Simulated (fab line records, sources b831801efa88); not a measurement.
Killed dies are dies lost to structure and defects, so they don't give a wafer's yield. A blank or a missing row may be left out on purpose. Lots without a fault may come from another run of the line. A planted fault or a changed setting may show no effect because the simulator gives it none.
Problem report in the 8D (eight disciplines) form, filled by code | flow sfq_line | the parts of the form that need people (team, actions taken, sign-off) are left out

1. THE PROBLEM
heater_power_total_W at SFQ_TRILAYER_M0_LITHO_PEB_024 reads a mean of 86.54 W on 6 wafers of 2 lots; wafers without a fault read 79.16 W with a standard deviation of 0.065. That is +99 or more standard deviations from the usual mean.
The step: peb time 60 s.
First seen on wafer L735.1, day 21 08:34, on litho_track-04. The record holds 18 wafers of 6 lots with a number at this step. Rule for "out", or "out of limits": more than 4 standard deviations from the usual mean. The other wafers with a number count as sound.

2. WHAT IT IS AND WHAT IT IS NOT
question                    | is                     | is not
which readings at this step | heater_power_total_W   | -
which lots                  | L735, L736             | L723, L728, L737, L738
which wafers of those lots  | all that have a number | -
read on which tools         | litho_track-04         | litho_track-01, litho_track-03
when                        | from day 21 08:34      | up to then (6 sound wafers); but 6 sound wafers of L737, L738 came after

3. SUSPECTS, AND WHAT RULES EACH OUT
Counting: a tool at a process step up to the reading stays a suspect if it ran every lot that is out and no sound lot after the first of them.
- rie_metal-02 at SFQ_TRILAYER_L0_VIA_STRIP_STRIP_017 (strips in O2): ruled out as a lasting fault. Sound lots L738 ran on it after its first lot that is out, L735 (day 15 08:22).
- pvd_sputter-04 at SFQ_TRILAYER_M0_DEP_SPUTTER_019 (material Nb, target thk 200 nm, time 133.3 s): ruled out as a lasting fault. Sound lots L738 ran on it after its first lot that is out, L735 (day 15 09:20).
- litho_track-04 at SFQ_TRILAYER_M0_LITHO_PEB_024 (peb time 60 s): kept. It ran every lot that is out, first L735 (day 21 08:34), and no sound lot after that; its last sound lot up to then is L723 (day 17 03:31). Its own readings are out on those wafers: heater_power_total_W.
Left after counting: litho_track-04 at SFQ_TRILAYER_M0_LITHO_PEB_024.

4. THE CAUSE (what the simulator had put in)
Process parameter drift: litho_track-04, from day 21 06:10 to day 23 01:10, at SFQ_TRILAYER_M0_LITHO_PEB_024. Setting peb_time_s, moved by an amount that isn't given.
Counting left only this tool.

5. THE CHAIN OF EFFECTS, in route order
Each row: a reading whose mean over the struck wafers that have a number lies more than 3 standard deviations from the usual. Only readings for which the record gives a usual standard deviation are gone through. hours: the time from each lot's start at the first step in this table that gives one to its start at this step, as a median over the lots. sigmas: the change in usual standard deviations.
hours | step                          | reading              | usual   | on struck wafers | change | sigmas
0     | SFQ_TRILAYER_M0_LITHO_PEB_024 | heater_power_total_W | 79.16 W | 86.54            | +7.38  | +99 or more
The process steps in it:
- SFQ_TRILAYER_M0_LITHO_PEB_024: peb time 60 s.
Later measuring or inspecting steps at which every struck wafer that the step has a row for has a number for every such reading, and none has moved that far: SFQ_M0_OVL_MEAS_906.

6. WHAT WOULD HAVE CAUGHT IT SOONER
In this record the first reading out of limits was taken at day 21 08:34, 2 hours after the fault began at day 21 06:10.
